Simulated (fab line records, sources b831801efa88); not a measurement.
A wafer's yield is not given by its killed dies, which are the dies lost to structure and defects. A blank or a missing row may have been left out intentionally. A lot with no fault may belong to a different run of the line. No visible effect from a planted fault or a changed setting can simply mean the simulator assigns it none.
fab line records	flow gf180mcu
record lots=24	wafers=72	last_day=34
route steps=602 shown V2@406 V4@492 MIM@509 M5@535 TOP_METAL@572
lots that met no fault: taken from a fault-free run of the same line
start_h: the number of hours between the record's first day and the start of the first shown wafer of the lot	wait_h: how many hours have passed since the lot's step before this one	" the same as in the row above	L1.1+2: a single row standing in for several wafers	- either no value or no given start	* or withheld: withheld	< > ~ a bound
route shown NAME@n: NAME is a module with steps in the file, n the number in the route of the first one	usual: mean/standard deviation taken from wafers without a fault	same: alike in all rows	chamber/n: place in a boat	sites: per-site readings	_std_site: the values' standard deviation	_edge_site: outer sites' mean less inner sites'	radius_mm: for every site, how far away it sits from the centre of the wafer	mask NAME#n: copy n	behind: the most recent tool/chamber to have shaped the wafer	hold: the reason the lot was held/the length of the hold in hours/how it ended	device: which transistor (n, p or np) failed to switch	end of line: the tests these same wafers got at the end of their route	a step given without rows: its recipe and nothing more	killed: count of dies lost to structure and defects at first sort (not the wafer's yield)	map: dies across one wafer; x = killed, . = not, _ = none there
set.NAME: setting as actually run; set.NAME@STEP: the setting as run at that earlier step	model.NAME: the simulator's own value behind a step, which no gauge read
route steps across a sampled set of lots; one table per step, one row per wafer
services: the hour from which a tool's chamber was out of use, counted from the record's first day as start_h (under 0 if before that day), plus the number of hours and why
## steps
# step GF_V2_RS_MEAS_24
# recipe thk_meas_gauge=four-point-probe	reads=W_of_V2_CVD_23+TiN_of_V2_SPUTTER_22+Ti_of_V2_SPUTTER_21
# usual V2_W_RS=0.328/0.0038
lot.wafer	tool	chamber	start_h	wait_h	V2_W_RS[ohm/sq]
L074.2	film_metro-03	-	455.86	0.1	0.334
L074.5	"	-	"	"	0.329
L074.6	"	-	"	"	0.332
L075.2	film_metro-03	-	464.09	0.1	0.327
L075.5	"	-	"	"	0.329
L075.6	"	-	"	"	0.328
L076.1	film_metro-04	-	477.59	0.1	0.326
L076.2	"	-	"	"	0.324
L076.4	"	-	"	"	0.330
L077.1	film_metro-04	-	482.77	0.1	0.324
L077.3	"	-	"	"	0.330
L077.6	"	-	"	"	0.322
L078.2	film_metro-03	-	491.84	0.1	0.327
L078.3	"	-	"	"	0.330
L078.5	"	-	"	"	0.332
L079.1	film_metro-02	-	502.97	0.1	0.335
L079.3	"	-	"	"	0.333
L079.4	"	-	"	"	0.330
L080.2	film_metro-02	-	518.67	0.1	0.326
L080.4	"	-	"	"	0.330
L080.6	"	-	"	"	0.332
L081.1	film_metro-04	-	532.22	0.1	0.332
L081.2	"	-	"	"	0.334
L081.6	"	-	"	"	0.329
L082.1	film_metro-03	-	537.82	0.1	0.327
L082.2	"	-	"	"	0.332
L082.6	"	-	"	"	0.330
L083.2	film_metro-04	-	546.74	0.1	0.332
L083.4	"	-	"	"	0.325
L083.5	"	-	"	"	0.327
L084.1	film_metro-03	-	553.86	0.1	0.325
L084.4	"	-	"	"	0.319
L084.6	"	-	"	"	0.319
L085.2	film_metro-04	-	563.54	0.1	0.332
L085.3	"	-	"	"	0.331
L085.4	"	-	"	"	0.331
L086.1	film_metro-02	-	571.95	0.1	0.326
L086.5	"	-	"	"	0.326
L086.6	"	-	"	"	0.319
L087.1	film_metro-03	-	580.39	0.1	0.324
L087.5	"	-	"	"	0.323
L087.6	"	-	"	"	0.325
L088.1	film_metro-02	-	592.72	0.1	0.324
L088.2	"	-	"	"	0.324
L088.6	"	-	"	"	0.327
L089.3	film_metro-04	-	601.27	0.1	0.334
L089.4	"	-	"	"	0.335
L089.6	"	-	"	"	0.325
L090.1	film_metro-03	-	608.92	0.1	0.324
L090.2	"	-	"	"	0.325
L090.4	"	-	"	"	0.322
L091.2	film_metro-03	-	612.74	0.1	0.330
L091.5	"	-	"	"	0.325
L091.6	"	-	"	"	0.330
L092.2	film_metro-02	-	618.84	0.1	0.326
L092.3	"	-	"	"	0.329
L092.4	"	-	"	"	0.328
L093.3	film_metro-04	-	627.10	0.1	0.332
L093.5	"	-	"	"	0.331
L093.6	"	-	"	"	0.330
L094.1	film_metro-03	-	627.82	0.1	0.329
L094.5	"	-	"	"	0.329
L094.6	"	-	"	"	0.324
L095.2	film_metro-03	-	637.74	0.1	0.329
L095.5	"	-	"	"	0.329
L095.6	"	-	"	"	0.331
L097.2	film_metro-02	-	645.01	0.1	0.328
L097.3	"	-	"	"	0.323
L097.6	"	-	"	"	0.330
L096.3	film_metro-04	-	649.84	0.1	0.332
L096.4	"	-	"	"	0.330
L096.5	"	-	"	"	0.335
# step GF_V4_ETCH_16
# recipe chemistry=N2/H2	target_depth_a=withheld	overetch_a=withheld	time_s=withheld	target=BARC	ion_energy_ev=200	source_w=500	bias_w=100	pressure_mtorr=30	n2_flow_sccm=100	h2_flow_sccm=200
# usual bias_w=99.95/0.25	drypump_motor_current_A=5.5/0.49	n2_flow_sccm=100.0/0.33	oes_product_au=0.855/0.0049	rf_fwd_power_W=495.3/2.3	throttle_valve_pct=13.225/0.0084
lot.wafer	tool	chamber	start_h	wait_h	bias_w	drypump_motor_current_A	n2_flow_sccm	oes_product_au	rf_fwd_power_W	throttle_valve_pct
L074.2	rie_diel-03	3	554.59	0.0	99.99	5.4	99.6	0.847	498.8	13.224
L074.5	"	0	"	"	99.78	5.1	100.2	0.848	497.9	13.234
L074.6	"	1	"	"	99.79	5.5	99.9	0.853	492.5	13.223
L075.2	rie_diel-01	1	561.35	0.0	100.03	6.6	99.5	0.861	497.6	13.218
L075.5	"	2	"	"	99.97	5.7	100.3	0.856	495.5	13.221
L075.6	"	1	"	"	99.91	6.5	100.1	0.852	497.1	13.229
L076.1	rie_diel-02	3	573.03	0.0	100.02	5.4	100.3	0.857	493.0	13.231
L076.2	"	0	"	"	100.40	5.9	100.1	0.856	492.8	13.242
L076.4	"	1	"	"	100.10	5.6	100.4	0.855	497.7	13.226
L077.1	rie_diel-01	2	579.70	0.0	99.82	5.7	100.1	0.856	493.2	13.232
L077.3	"	0	"	"	100.09	4.9	99.2	0.851	494.5	13.222
L077.6	"	0	"	"	99.97	4.9	99.1	0.850	495.3	13.211
L078.2	rie_diel-02	0	590.48	0.0	100.37	5.8	99.7	0.858	493.5	13.229
L078.3	"	2	"	"	100.17	4.8	99.6	0.857	498.2	13.220
L078.5	"	3	"	"	100.03	5.4	100.5	0.859	494.6	13.225
L079.1	rie_diel-02	0	597.15	0.0	100.00	5.8	100.2	0.858	494.6	13.222
L079.3	"	3	"	"	99.84	5.4	100.3	0.857	494.3	13.221
L079.4	"	1	"	"	100.01	5.7	99.7	0.843	498.7	13.226
L080.2	rie_diel-02	0	610.53	0.0	99.88	5.8	99.7	0.866	494.9	13.207
L080.4	"	1	"	"	99.60	5.7	99.9	0.848	499.7	13.226
L080.6	"	3	"	"	99.50	5.4	100.0	0.855	494.2	13.244
L081.1	rie_diel-01	0	623.43	0.0	100.04	4.9	100.0	0.849	496.2	13.230
L081.2	"	3	"	"	99.72	5.6	100.1	0.858	493.8	13.222
L081.6	"	0	"	"	99.66	4.9	100.4	0.854	495.8	13.229
L082.1	rie_diel-03	1	628.88	0.0	100.13	5.5	100.1	0.856	491.0	13.221
L082.2	"	0	"	"	99.61	5.1	99.4	0.851	497.3	13.233
L082.6	"	1	"	"	99.49	5.5	99.8	0.855	489.4	13.231
L083.2	rie_diel-03	3	637.39	0.0	100.10	5.4	99.7	0.852	496.4	13.223
L083.4	"	2	"	"	100.31	5.6	100.0	0.857	493.3	13.232
L083.5	"	1	"	"	100.08	5.5	100.4	0.856	490.5	13.224
L084.1	rie_diel-01	2	643.40	0.0	99.84	5.7	100.4	0.857	494.3	13.215
L084.4	"	3	"	"	99.56	5.6	100.0	0.857	493.3	13.223
L084.6	"	2	"	"	99.80	5.7	100.5	0.847	496.6	13.228
L085.2	rie_diel-02	2	651.83	0.0	100.28	4.8	99.7	0.861	497.3	13.235
L085.3	"	3	"	"	99.80	5.4	99.8	0.858	493.9	13.213
L085.4	"	1	"	"	99.74	5.7	99.7	0.861	496.4	13.236
L086.1	rie_diel-02	1	658.44	0.0	100.06	5.7	99.7	0.861	496.7	13.218
L086.5	"	0	"	"	99.93	5.8	100.2	0.856	495.7	13.220
L086.6	"	3	"	"	99.74	5.3	99.5	0.861	492.5	13.228
L087.1	rie_diel-02	0	667.24	0.0	100.51	5.8	99.8	0.850	494.6	13.225
L087.5	"	3	"	"	100.02	5.4	99.1	0.858	496.7	13.211
L087.6	"	2	"	"	100.05	4.8	99.9	0.852	498.1	13.219
L088.1	rie_diel-02	0	677.69	0.0	100.20	5.8	100.2	0.859	495.9	13.233
L088.2	"	1	"	"	100.00	5.7	99.8	0.857	499.9	13.231
L088.6	"	1	"	"	100.14	5.6	100.1	0.855	497.0	13.216
L089.3	rie_diel-01	2	685.83	0.0	100.28	5.7	99.9	0.869	493.1	13.229
L089.4	"	3	"	"	100.04	5.7	100.3	0.851	490.4	13.224
L089.6	"	1	"	"	99.85	6.6	100.2	0.859	495.2	13.218
L090.1	rie_diel-03	3	692.19	0.0	100.11	5.4	99.7	0.859	498.3	13.231
L090.2	"	2	"	"	99.86	5.6	100.0	0.867	491.3	13.235
L090.4	"	0	"	"	99.82	5.1	99.4	0.854	495.3	13.233
L091.2	rie_diel-01	3	695.43	0.0	100.03	5.7	100.6	0.855	491.9	13.235
L091.5	"	0	"	"	99.82	5.0	100.1	0.854	497.6	13.219
L091.6	"	1	"	"	100.17	6.5	99.6	0.861	497.2	13.216
L092.2	rie_diel-02	2	701.84	0.0	100.40	4.8	100.5	0.856	497.8	13.229
L092.3	"	0	"	"	100.04	5.8	99.8	0.859	493.9	13.221
L092.4	"	1	"	"	99.71	5.7	100.1	0.860	497.1	13.236
L093.3	rie_diel-01	0	708.53	0.0	100.35	4.9	99.7	0.860	496.4	13.221
L093.5	"	3	"	"	99.75	5.6	99.8	0.854	491.3	13.240
L093.6	"	0	"	"	100.26	4.9	100.5	0.854	497.6	13.245
L094.1	rie_diel-02	3	709.34	0.0	100.01	5.4	99.7	0.856	493.2	13.225
L094.5	"	0	"	"	99.77	5.8	99.8	0.849	497.4	13.235
L094.6	"	2	"	"	99.93	4.8	100.1	0.859	494.2	13.225
L095.2	rie_diel-01	1	718.04	0.0	100.15	6.6	100.5	0.859	494.2	13.216
L095.5	"	0	"	"	99.91	4.9	100.2	0.857	496.2	13.228
L095.6	"	1	"	"	99.71	6.6	100.5	0.857	496.2	13.212
L097.2	rie_diel-02	1	723.74	0.0	100.16	5.7	99.8	0.855	498.0	13.226
L097.3	"	3	"	"	100.01	5.3	100.6	0.852	494.3	13.225
L097.6	"	3	"	"	99.60	5.3	100.2	0.848	494.4	13.222
L096.3	rie_diel-02	3	728.44	0.0	100.01	5.4	100.3	0.855	497.2	13.232
L096.4	"	1	"	"	100.09	5.6	99.8	0.850	500.0	13.210
L096.5	"	0	"	"	99.95	5.8	100.5	0.850	493.8	13.234
# step GF_MIM_THK_MEAS_06
# recipe reads=Si3N4_of_MIM_CVD_05
# usual MIM_CVD_05_THK=42.0/0.59
lot.wafer	tool	chamber	start_h	wait_h	MIM_CVD_05_THK[nm]
L074.2	film_metro-02	-	556.22	0.0	41.9
L074.5	"	-	"	"	42.2
L074.6	"	-	"	"	42.9
L075.2	film_metro-01	-	563.01	0.0	42.4
L075.5	"	-	"	"	43.0
L075.6	"	-	"	"	43.1
L076.1	film_metro-03	-	574.70	0.0	41.9
L076.2	"	-	"	"	41.8
L076.4	"	-	"	"	42.1
L077.1	film_metro-03	-	581.31	0.0	41.9
L077.3	"	-	"	"	42.5
L077.6	"	-	"	"	42.3
L078.2	film_metro-01	-	592.12	0.0	40.4
L078.3	"	-	"	"	41.6
L078.5	"	-	"	"	41.1
L079.1	film_metro-01	-	598.77	0.0	40.9
L079.3	"	-	"	"	41.7
L079.4	"	-	"	"	42.7
L080.2	film_metro-03	-	612.15	0.0	42.3
L080.4	"	-	"	"	42.8
L080.6	"	-	"	"	42.6
L081.1	film_metro-02	-	625.04	0.0	41.6
L081.2	"	-	"	"	41.7
L081.6	"	-	"	"	42.4
L082.1	film_metro-03	-	630.49	0.0	42.1
L082.2	"	-	"	"	42.0
L082.6	"	-	"	"	42.7
L083.2	film_metro-01	-	639.01	0.0	42.0
L083.4	"	-	"	"	43.2
L083.5	"	-	"	"	42.8
L084.1	film_metro-03	-	645.03	0.0	41.8
L084.4	"	-	"	"	42.0
L084.6	"	-	"	"	42.3
L085.2	film_metro-01	-	653.46	0.0	41.6
L085.3	"	-	"	"	42.0
L085.4	"	-	"	"	42.6
L086.1	film_metro-02	-	660.05	0.0	41.5
L086.5	"	-	"	"	42.9
L086.6	"	-	"	"	42.8
L087.1	film_metro-01	-	668.96	0.0	42.3
L087.5	"	-	"	"	43.2
L087.6	"	-	"	"	42.5
L088.1	film_metro-03	-	679.31	0.0	41.3
L088.2	"	-	"	"	41.0
L088.6	"	-	"	"	41.9
L089.3	film_metro-01	-	687.46	0.0	41.6
L089.4	"	-	"	"	42.9
L089.6	"	-	"	"	41.8
L090.1	film_metro-03	-	693.80	0.0	41.2
L090.2	"	-	"	"	42.5
L090.4	"	-	"	"	42.7
L091.2	film_metro-01	-	697.05	0.0	42.4
L091.5	"	-	"	"	42.6
L091.6	"	-	"	"	42.3
L092.2	film_metro-01	-	703.46	0.0	40.8
L092.3	"	-	"	"	41.0
L092.4	"	-	"	"	42.1
L093.3	film_metro-02	-	710.16	0.0	41.0
L093.5	"	-	"	"	41.8
L093.6	"	-	"	"	42.0
L094.1	film_metro-01	-	710.95	0.0	41.2
L094.5	"	-	"	"	42.8
L094.6	"	-	"	"	41.9
L095.2	film_metro-01	-	719.67	0.0	41.8
L095.5	"	-	"	"	42.2
L095.6	"	-	"	"	42.1
L097.2	film_metro-02	-	725.40	0.0	42.2
L097.3	"	-	"	"	41.6
L097.6	"	-	"	"	43.0
L096.3	film_metro-03	-	730.08	0.0	41.6
L096.4	"	-	"	"	42.9
L096.5	"	-	"	"	42.1
# step GF_MIM_SPUTTER_07
# recipe material=TiN	target_thk_nm=60	power_w=6500	time_s=50	chamber_pressure_pa=0.4
# usual throttle_valve_pct=30.2/0.87
lot.wafer	tool	chamber	start_h	wait_h	throttle_valve_pct
L074.2	pvd_sputter-01	-	556.27	0.0	29.8
L074.5	"	-	"	"	30.3
L074.6	"	-	"	"	30.5
L075.2	pvd_sputter-03	-	563.06	0.0	28.3
L075.5	"	-	"	"	28.4
L075.6	"	-	"	"	30.5
L076.1	pvd_sputter-01	-	574.76	0.1	29.7
L076.2	"	-	"	"	30.1
L076.4	"	-	"	"	30.4
L077.1	pvd_sputter-01	-	581.37	0.1	29.4
L077.3	"	-	"	"	30.1
L077.6	"	-	"	"	30.1
L078.2	pvd_sputter-04	-	592.17	0.0	30.6
L078.3	"	-	"	"	31.8
L078.5	"	-	"	"	31.8
L079.1	pvd_sputter-01	-	598.83	0.1	30.6
L079.3	"	-	"	"	29.4
L079.4	"	-	"	"	29.8
L080.2	pvd_sputter-03	-	612.20	0.0	28.2
L080.4	"	-	"	"	28.8
L080.6	"	-	"	"	30.5
L081.1	pvd_sputter-04	-	625.10	0.1	30.5
L081.2	"	-	"	"	31.6
L081.6	"	-	"	"	31.8
L082.1	pvd_sputter-04	-	630.55	0.1	29.8
L082.2	"	-	"	"	31.7
L082.6	"	-	"	"	30.6
L083.2	pvd_sputter-01	-	639.06	0.0	29.6
L083.4	"	-	"	"	30.2
L083.5	"	-	"	"	30.4
L084.1	pvd_sputter-04	-	645.09	0.1	30.7
L084.4	"	-	"	"	31.7
L084.6	"	-	"	"	31.5
L085.2	pvd_sputter-04	-	653.51	0.0	29.5
L085.3	"	-	"	"	29.8
L085.4	"	-	"	"	30.5
L086.1	pvd_sputter-03	-	660.11	0.1	28.4
L086.5	"	-	"	"	28.1
L086.6	"	-	"	"	29.0
L087.1	pvd_sputter-03	-	669.02	0.1	29.2
L087.5	"	-	"	"	30.9
L087.6	"	-	"	"	28.8
L088.1	pvd_sputter-01	-	679.37	0.1	29.6
L088.2	"	-	"	"	30.7
L088.6	"	-	"	"	30.0
L089.3	pvd_sputter-01	-	687.50	0.0	30.0
L089.4	"	-	"	"	30.4
L089.6	"	-	"	"	30.4
L090.1	pvd_sputter-04	-	693.86	0.1	31.8
L090.2	"	-	"	"	30.4
L090.4	"	-	"	"	29.6
L091.2	pvd_sputter-04	-	697.10	0.0	30.8
L091.5	"	-	"	"	29.5
L091.6	"	-	"	"	31.8
L092.2	pvd_sputter-01	-	703.51	0.0	30.4
L092.3	"	-	"	"	30.3
L092.4	"	-	"	"	30.2
L093.3	pvd_sputter-04	-	710.20	0.0	29.7
L093.5	"	-	"	"	29.4
L093.6	"	-	"	"	31.8
L094.1	pvd_sputter-01	-	711.01	0.1	29.4
L094.5	"	-	"	"	30.4
L094.6	"	-	"	"	30.2
L095.2	pvd_sputter-04	-	719.72	0.0	31.4
L095.5	"	-	"	"	29.9
L095.6	"	-	"	"	29.6
L097.2	pvd_sputter-03	-	725.45	0.0	30.8
L097.3	"	-	"	"	30.6
L097.6	"	-	"	"	30.5
L096.3	pvd_sputter-03	-	730.12	0.0	31.0
L096.4	"	-	"	"	28.9
L096.5	"	-	"	"	29.2
# step GF_M5_ETCH_09
# recipe chemistry=CF4/O2	target=Si3N4	target_depth_nm=52	source_w=800	bias_w=150	pressure_mtorr=150	cf4_flow_sccm=80	O2_flow_sccm=10	time_s=11.6
# usual bias_w=149.9/0.4	cf4_flow_sccm=80.03/0.22	drypump_motor_current_A=5.6/0.5	oes_product_au=1.002/0.013	rf_fwd_power_W=787/4.3	throttle_valve_pct=5.970/0.009
lot.wafer	tool	chamber	start_h	wait_h	bias_w	cf4_flow_sccm	drypump_motor_current_A	oes_product_au	rf_fwd_power_W	rf_hours_counter_h	throttle_valve_pct
L074.2	rie_diel-01	1	600.71	0.0	149.7	79.63	6.5	1.017	789	64	5.972
L074.5	"	3	"	"	150.0	79.89	5.6	0.992	782	-	5.968
L074.6	"	2	"	"	150.5	79.88	5.7	1.020	790	-	5.969
L075.2	rie_diel-02	3	606.36	0.0	150.0	80.22	5.3	1.019	783	3	5.971
L075.5	"	2	"	"	149.8	79.96	4.8	1.009	793	-	5.976
L075.6	"	1	"	"	150.2	80.16	5.7	1.013	790	-	5.952
L076.1	rie_diel-02	1	617.14	0.0	149.7	80.35	5.7	1.007	795	19	5.976
L076.2	"	0	"	"	150.1	80.06	5.8	1.008	783	15	5.974
L076.4	"	3	"	"	149.9	80.15	5.4	1.014	783	4	5.979
L077.1	rie_diel-04	0	623.85	0.0	149.5	80.41	5.8	0.979	791	3	5.953
L077.3	"	2	"	"	150.5	79.99	6.3	1.007	786	10	5.981
L077.6	"	2	"	"	150.1	80.40	6.3	1.008	787	-	5.956
L078.2	rie_diel-01	2	634.05	0.0	149.6	79.84	5.7	1.008	784	23	5.969
L078.3	"	0	"	"	149.9	80.64	4.9	0.987	790	9	5.961
L078.5	"	0	"	"	149.7	80.70	4.9	0.991	790	-	5.961
L079.1	rie_diel-01	2	640.09	0.0	149.9	80.26	5.7	1.011	785	23	5.969
L079.3	"	3	"	"	149.8	80.26	5.6	0.988	778	9	5.972
L079.4	"	0	"	"	149.9	80.38	4.9	0.987	794	9	5.946
L080.2	rie_diel-02	1	653.15	0.0	150.3	79.94	5.6	1.009	793	20	5.961
L080.4	"	3	"	"	150.3	79.59	5.4	1.025	786	5	5.979
L080.6	"	3	"	"	150.6	79.87	5.4	1.016	783	-	5.977
L081.1	rie_diel-02	0	665.25	0.0	149.7	80.43	5.8	1.008	785	17	5.954
L081.2	"	1	"	"	150.5	80.22	5.7	1.012	793	21	5.945
L081.6	"	3	"	"	149.5	79.79	5.4	1.009	784	-	5.979
L082.1	rie_diel-02	0	670.14	0.0	150.3	79.85	5.8	1.004	789	17	5.965
L082.2	"	1	"	"	149.3	80.22	5.7	1.025	787	21	5.972
L082.6	"	1	"	"	149.7	79.96	5.7	1.013	794	-	5.981
L083.2	rie_diel-01	0	677.51	0.0	150.1	79.76	4.9	0.986	790	10	5.984
L083.4	"	2	"	"	149.8	79.83	5.7	1.018	786	-	5.985
L083.5	"	0	"	"	150.3	79.71	4.9	0.979	787	-	5.961
L084.1	rie_diel-02	2	683.94	0.0	150.2	79.95	4.8	1.010	788	12	5.963
L084.4	"	0	"	"	150.4	80.23	5.8	1.002	784	18	5.960
L084.6	"	0	"	"	151.2	80.08	5.8	1.007	786	-	5.979
L085.2	rie_diel-04	1	691.34	0.0	150.2	80.10	6.0	1.004	789	10	5.964
L085.3	"	0	"	"	149.8	79.86	5.8	0.968	789	6	5.971
L085.4	"	2	"	"	149.7	80.04	6.3	1.003	784	13	5.970
L086.1	rie_diel-04	2	698.89	0.0	150.1	80.22	6.4	1.007	779	13	5.966
L086.5	"	2	"	"	149.9	80.02	6.3	1.006	780	-	5.961
L086.6	"	1	"	"	150.0	79.78	6.0	1.002	792	-	5.969
L087.1	rie_diel-02	2	707.04	0.0	150.1	79.85	4.8	1.017	793	12	5.977
L087.5	"	2	"	"	150.3	80.02	4.8	1.012	792	-	5.968
L087.6	"	1	"	"	150.0	79.82	5.7	1.011	791	-	5.973
L088.1	rie_diel-02	1	716.61	0.0	149.6	79.88	5.7	1.014	792	22	5.980
L088.2	"	3	"	"	150.0	80.09	5.4	1.024	782	7	5.979
L088.6	"	3	"	"	150.0	79.86	5.4	1.010	779	-	5.983
L089.3	rie_diel-01	2	724.70	0.0	150.2	80.06	5.7	1.002	783	26	5.978
L089.4	"	0	"	"	150.0	79.92	4.9	0.982	788	-	5.971
L089.6	"	2	"	"	149.3	80.10	5.7	1.011	786	-	5.951
L090.1	rie_diel-01	3	730.51	0.0	150.3	80.41	5.6	1.000	782	13	5.947
L090.2	"	0	"	"	149.7	79.90	4.9	0.974	788	13	5.962
L090.4	"	3	"	"	150.1	80.26	5.6	0.991	781	-	5.975
L091.2	rie_diel-01	3	733.01	0.0	149.7	80.22	5.6	0.992	780	13	5.977
L091.5	"	0	"	"	149.9	79.91	4.9	0.980	790	-	5.978
L091.6	"	2	"	"	149.7	80.10	5.7	1.007	786	-	5.992
L092.2	rie_diel-01	2	739.56	0.0	149.3	79.51	5.7	1.011	786	26	5.973
L092.3	"	3	"	"	150.1	80.32	5.6	0.988	782	13	5.973
L092.4	"	0	"	"	149.9	79.94	4.9	0.993	787	14	5.969
L093.3	rie_diel-02	3	745.34	0.0	150.5	80.09	5.4	1.019	786	8	5.967
L093.5	"	0	"	"	149.9	79.98	5.9	1.009	789	-	5.973
L093.6	"	1	"	"	149.9	80.07	5.6	1.000	791	-	5.980
L094.1	rie_diel-04	1	746.39	0.0	150.2	80.21	6.0	1.007	791	13	5.973
L094.5	"	3	"	"	149.0	80.04	4.9	0.995	789	-	5.957
L094.6	"	2	"	"	149.5	80.00	6.3	1.003	786	-	5.967
L095.2	rie_diel-04	2	754.39	0.0	150.0	80.15	6.4	1.001	786	16	5.978
L095.5	"	0	"	"	149.3	79.94	5.8	0.979	794	-	5.959
L095.6	"	1	"	"	149.8	80.28	6.0	0.992	790	-	5.972
L097.2	rie_diel-02	0	759.84	0.0	150.4	80.34	5.8	1.013	785	21	5.975
L097.3	"	2	"	"	149.0	79.74	4.8	1.000	788	14	5.968
L097.6	"	3	"	"	149.5	79.66	5.4	1.019	787	-	5.983
L096.3	rie_diel-01	0	764.69	0.0	150.1	79.98	4.9	0.997	789	15	5.954
L096.4	"	3	"	"	149.5	80.32	5.6	1.008	776	14	5.968
L096.5	"	1	"	"	150.5	79.74	6.5	1.009	789	-	5.966
# step GF_TOP_METAL_RS_MEAS_05
# recipe thk_meas_gauge=four-point-probe	reads=TiN_of_TOP_METAL_SPUTTER_04+Ti_of_TOP_METAL_SPUTTER_03+AlCu_of_TOP_METAL_SPUTTER_02+TiN_of_TOP_METAL_SPUTTER_01+Ti_of_TOP_METAL_SPUTTER_00
# usual TOP_METAL_ALCU_RS=0.0328/0.00043
lot.wafer	tool	chamber	start_h	wait_h	TOP_METAL_ALCU_RS[ohm/sq]
L074.2	film_metro-03	-	624.63	0.0	0.0329
L074.5	"	-	"	"	0.0333
L074.6	"	-	"	"	0.0326
L075.2	film_metro-01	-	630.03	0.0	0.0324
L075.5	"	-	"	"	0.0325
L075.6	"	-	"	"	0.0326
L076.1	film_metro-04	-	640.79	0.0	0.0332
L076.2	"	-	"	"	0.0331
L076.4	"	-	"	"	0.0331
L077.1	film_metro-03	-	646.94	0.0	0.0334
L077.3	"	-	"	"	0.0327
L077.6	"	-	"	"	0.0326
L078.2	film_metro-04	-	656.78	0.0	0.0326
L078.3	"	-	"	"	0.0320
L078.5	"	-	"	"	0.0322
L079.1	film_metro-01	-	663.67	0.0	0.0328
L079.3	"	-	"	"	0.0324
L079.4	"	-	"	"	0.0326
L080.2	film_metro-01	-	675.53	0.0	0.0336
L080.4	"	-	"	"	0.0335
L080.6	"	-	"	"	0.0335
L081.1	film_metro-01	-	686.11	0.0	0.0329
L081.2	"	-	"	"	0.0332
L081.6	"	-	"	"	0.0330
L082.1	film_metro-03	-	692.68	0.0	0.0322
L082.2	"	-	"	"	0.0326
L082.6	"	-	"	"	0.0319
L083.2	film_metro-04	-	699.78	0.0	0.0325
L083.4	"	-	"	"	0.0329
L083.5	"	-	"	"	0.0324
L084.1	film_metro-03	-	705.71	0.0	0.0324
L084.4	"	-	"	"	0.0329
L084.6	"	-	"	"	0.0325
L085.2	film_metro-01	-	712.18	0.0	0.0321
L085.3	"	-	"	"	0.0328
L085.4	"	-	"	"	0.0324
L086.1	film_metro-04	-	719.99	0.0	0.0331
L086.5	"	-	"	"	0.0332
L086.6	"	-	"	"	0.0333
L087.1	film_metro-03	-	727.48	0.0	0.0325
L087.5	"	-	"	"	0.0325
L087.6	"	-	"	"	0.0323
L088.1	film_metro-04	-	736.95	0.0	0.0332
L088.2	"	-	"	"	0.0325
L088.6	"	-	"	"	0.0329
L089.3	film_metro-01	-	745.27	0.1	0.0328
L089.4	"	-	"	"	0.0325
L089.6	"	-	"	"	0.0328
L090.1	film_metro-04	-	751.01	0.0	0.0322
L090.2	"	-	"	"	0.0323
L090.4	"	-	"	"	0.0326
L091.2	film_metro-01	-	754.32	0.0	0.0327
L091.5	"	-	"	"	0.0330
L091.6	"	-	"	"	0.0334
L092.2	film_metro-03	-	759.54	0.0	0.0331
L092.3	"	-	"	"	0.0331
L092.4	"	-	"	"	0.0326
L093.3	film_metro-03	-	765.05	0.1	0.0320
L093.5	"	-	"	"	0.0321
L093.6	"	-	"	"	0.0320
L094.1	film_metro-01	-	766.19	0.0	0.0331
L094.5	"	-	"	"	0.0331
L094.6	"	-	"	"	0.0334
L095.2	film_metro-04	-	774.22	0.0	0.0329
L095.5	"	-	"	"	0.0321
L095.6	"	-	"	"	0.0326
L097.2	film_metro-01	-	779.24	0.0	0.0330
L097.3	"	-	"	"	0.0328
L097.6	"	-	"	"	0.0330
L096.3	film_metro-03	-	783.39	0.1	0.0328
L096.4	"	-	"	"	0.0325
L096.5	"	-	"	"	0.0330
## services
tool	chamber	start_h	hours	kind
pvd_sputter-01	-	532.03	4.8	repair
rie_diel-02	3	544.64	2.4	repair
rie_diel-01	3	556.47	12.6	repair
rie_diel-04	2	559.94	4.7	repair
pvd_sputter-04	3	584.86	-	consumable_replace:kit
pvd_sputter-04	3	584.86	18.0	scheduled_down
pvd_sputter-04	3	584.86	18.0	vent_cycle
pvd_sputter-03	-	591.17	5.0	repair
rie_diel-04	3	610.78	4.4	repair
rie_diel-04	1	622.39	4.1	repair
rie_diel-04	1	636.36	1.6	repair
rie_diel-01	1	666.85	-	clean
rie_diel-01	1	666.85	15.8	scheduled_down
rie_diel-01	1	666.85	15.8	vent_cycle
rie_diel-04	-	673.60	2.8	pm
rie_diel-03	1	682.17	9.0	repair
rie_diel-01	2	689.19	13.5	repair
pvd_sputter-01	-	703.84	0.8	repair
pvd_sputter-04	2	705.07	-	consumable_replace:kit
rie_diel-02	1	709.25	7.3	repair
pvd_sputter-03	-	720.87	1.7	repair
rie_diel-03	-	721.99	4.5	repair
rie_diel-01	1	724.27	13.3	repair
rie_diel-03	-	754.18	2.8	pm
## key
fault none
